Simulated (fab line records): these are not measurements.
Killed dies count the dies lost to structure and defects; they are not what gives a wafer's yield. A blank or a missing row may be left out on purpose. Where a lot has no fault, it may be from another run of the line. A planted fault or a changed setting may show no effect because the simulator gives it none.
Lot-split experiment    flow sfq line    on a route of 325 steps: 5 lots, 27 wafers read

ON THE SPLIT
At SFQ_TRILAYER_M5_BARC_OPEN_METAL_ETCH_161 (etches BARC in O2, target depth 125 nm, time 41.7 s), the setting time s was moved away from the recipe's 41.7 s on 6 of the 27 wafers read, by -33.3% to -31.7%. For the rest of the wafers, this setting stayed at what the recipe calls for.

The reading is taken at the split's own step.

THE READING
oes product au, in a.u., at SFQ_TRILAYER_M5_BARC_OPEN_METAL_ETCH_161 (etches BARC in O2, target depth 125 nm, time 41.7 s). Fault-free wafers of this fab line usually give 0.685 a.u., standard deviation 0.0049 a.u.

wafer   tool, chamber at the split  time s as run, s  against the recipe  oes product au, a.u.  against lot-mates on the recipe
L074.3  rie metal-03, 0             41.7              recipe              0.691                 -
L074.5  rie metal-03, 1             41.7              recipe              0.688                 -
L074.6  rie metal-03, 0             41.7              recipe              0.682                 -
L076.1  rie metal-02, 0             41.7              recipe              0.686                 -
L076.2  rie metal-02, 1             41.7              recipe              0.688                 -
L076.3  rie metal-02, 1             41.7              recipe              0.679                 -
L076.4  rie metal-02, 0             41.7              recipe              0.674                 -
L076.5  rie metal-02, 0             41.7              recipe              0.691                 -
L076.6  rie metal-02, 1             41.7              recipe              0.687                 -
L077.1  rie metal-02, 1             41.7              recipe              0.691                 -
L077.2  rie metal-02, 0             41.7              recipe              0.693                 -
L077.3  rie metal-02, 0             41.7              recipe              0.689                 -
L077.4  rie metal-02, 1             41.7              recipe              0.685                 -
L077.5  rie metal-02, 1             41.7              recipe              0.682                 -
L077.6  rie metal-02, 0             41.7              recipe              0.698                 -
L081.1  rie metal-03, 1             28.48             -31.7%              0.836                 +0.147
L081.2  rie metal-03, 0             41.7              recipe              0.687                 -
L081.3  rie metal-03, 0             28.48             -31.7%              0.831                 +0.142
L081.4  rie metal-03, 1             41.7              recipe              0.697                 -
L081.5  rie metal-03, 1             28.48             -31.7%              0.832                 +0.143
L081.6  rie metal-03, 0             41.7              recipe              0.684                 -
L084.1  rie metal-04, 1             27.81             -33.3%              0.834                 +0.151
L084.2  rie metal-04, 0             41.7              recipe              0.680                 -
L084.3  rie metal-04, 0             41.7              recipe              0.686                 -
L084.4  rie metal-04, 1             41.7              recipe              0.683                 -
L084.5  rie metal-04, 1             27.81             -33.3%              0.837                 +0.154
L084.6  rie metal-04, 0             27.81             -33.3%              0.840                 +0.157

FIT RESULTS
A straight line over all 27 wafers: oes product au changes by -0.00456 a.u. for each +1% of time s; r = -1.00; the points scatter about the line by 0.0054 a.u.
The same after taking each lot's own level away (the mean of its wafers on the recipe; 27 wafers): -0.00458 a.u. for each +1%; r = -1.00; scatter 0.0048 a.u.
That fit puts the effect of the largest move of time s on the reading at 0.15 a.u.
Across the lots, their own levels run from 0.6830 to 0.6897 a.u., a range of 1.4 times the standard deviation given above.
The two slopes are in agreement: the lot-to-lot level therefore moves the slope only a little.
Check: +0.153 a.u. against its lot-mates is what the line predicts for one of the wafers moved furthest among these (-33.3%) when that wafer is left out of the fit. Against them it came out at +0.151 a.u.
Tool readings at the split's step, against how far the setting was moved: oes product au r = -1.00.

ADDITIONAL SPLITS CARRIED BY THESE WAFERS
Note: prior to the reading, these wafers also went through further splits. Each is held against what the fit with the lots' levels taken away leaves over:
other split on the same wafers                     wafers away from the commonest value  r with oes product au (lot level and that fit taken away)
SFQ_TRILAYER_I4_VIA_BARC_OPEN_VIA_ETCH_146 time s  9                                     -0.04

THE WHOLE CHAIN: every reading that the file lists as answering this split, in the file's order
step                                      what it does                                                             reading                                                                                    change (the file's fit)                    r (the file's)
SFQ_TRILAYER_M5_BARC_OPEN_METAL_ETCH_161  etches BARC in O2, target depth 125 nm, time 41.7 s                      oes product au                                                                             -0.00458 a.u. for each +1% of the setting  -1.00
SFQ_TRILAYER_M5_BARC_OPEN_METAL_ETCH_161  etches BARC in O2, target depth 125 nm, time 41.7 s                      KrF_of_TRILAYER_M5_LITHO_COAT_123.thk nm (the simulator's own value, which no gauge read)  -0.524 nm for each +1% of the setting      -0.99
SFQ_TRILAYER_M5_ETCH_METAL_ETCH_126       etches Nb in Cl2/BCl3, stops on SiO2, time 203.2 s, target depth 265 nm  KrF_of_TRILAYER_M5_LITHO_COAT_123.thk nm (the simulator's own value, which no gauge read)  -0.543 nm for each +1% of the setting      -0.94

FILE'S OWN FIT
oes product au changes by -0.00458 a.u. for each +1% of time s, r = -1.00.
